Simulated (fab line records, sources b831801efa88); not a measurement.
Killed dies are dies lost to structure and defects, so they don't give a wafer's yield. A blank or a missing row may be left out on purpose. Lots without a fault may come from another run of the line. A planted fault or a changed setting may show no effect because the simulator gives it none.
Problem report in the 8D (eight disciplines) form, filled by code | flow gf180mcu | the parts of the form that need people (team, actions taken, sign-off) are left out

1. THE PROBLEM
dose_ions_cm2 at GF_NWELL_IMPLANT_09 reads a mean of 4e+12 on 6 wafers of 2 lots; wafers without a fault read 4e+12 with a standard deviation of 4.3e+09. That is +57 standard deviations from the usual mean.
First seen on wafer L785.1, day 7 06:24, on implanter-04. The record holds 39 wafers of 13 lots with a number at this step. Rule for "out", or "out of limits": more than 4 standard deviations from the usual mean. The other wafers with a number count as sound.

2. WHAT IT IS AND WHAT IT IS NOT
question                    | is                     | is not
which readings at this step | dose_ions_cm2          | -
which lots                  | L785, L788             | L770, L774, L775, L776, L777, L778, L779, L780, L781, L782, L791
which wafers of those lots  | all that have a number | -
read on which tools         | implanter-04           | implanter-02, implanter-03
when                        | from day 7 06:24       | up to then (30 sound wafers); but 3 sound wafers of L791 came after

3. SUSPECTS, AND WHAT RULES EACH OUT
Counting: a tool at a process step up to the reading stays a suspect if it ran every lot that is out and no sound lot after the first of them.
- implanter-04 at GF_NWELL_IMPLANT_09: kept. It ran every lot that is out, first L785 (day 7 06:24), and no sound lot after that; its last sound lot up to then is L782 (day 6 14:53). Its own readings are out on those wafers: dose_ions_cm2.
Left after counting: implanter-04 at GF_NWELL_IMPLANT_09.

4. THE CAUSE (what the simulator had put in)
Process parameter drift: implanter-04, from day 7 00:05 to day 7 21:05, at GF_NWELL_IMPLANT_09. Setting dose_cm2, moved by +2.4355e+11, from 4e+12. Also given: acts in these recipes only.
Counting left only this tool.

5. THE CHAIN OF EFFECTS, in route order
Each row: a reading whose mean over the struck wafers that have a number lies more than 3 standard deviations from the usual. Only readings for which the record gives a usual standard deviation are gone through. hours: the time from each lot's start at the first step in this table that gives one to its start at this step, as a median over the lots. sigmas: the change in usual standard deviations.
hours | step                | reading       | usual | on struck wafers | change | sigmas
0     | GF_NWELL_IMPLANT_09 | dose_ions_cm2 | 4e+12 | 4e+12            | +2e+11 | +57
The process steps in it:
- GF_NWELL_IMPLANT_09
Later measuring or inspecting steps at which every struck wafer that the step has a row for has a number for every such reading, and none has moved that far: GF_CONTACT_THK_MEAS_01.

6. WHAT WOULD HAVE CAUGHT IT SOONER
In this record the first reading out of limits was taken at day 7 06:24, 6 hours after the fault began at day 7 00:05.
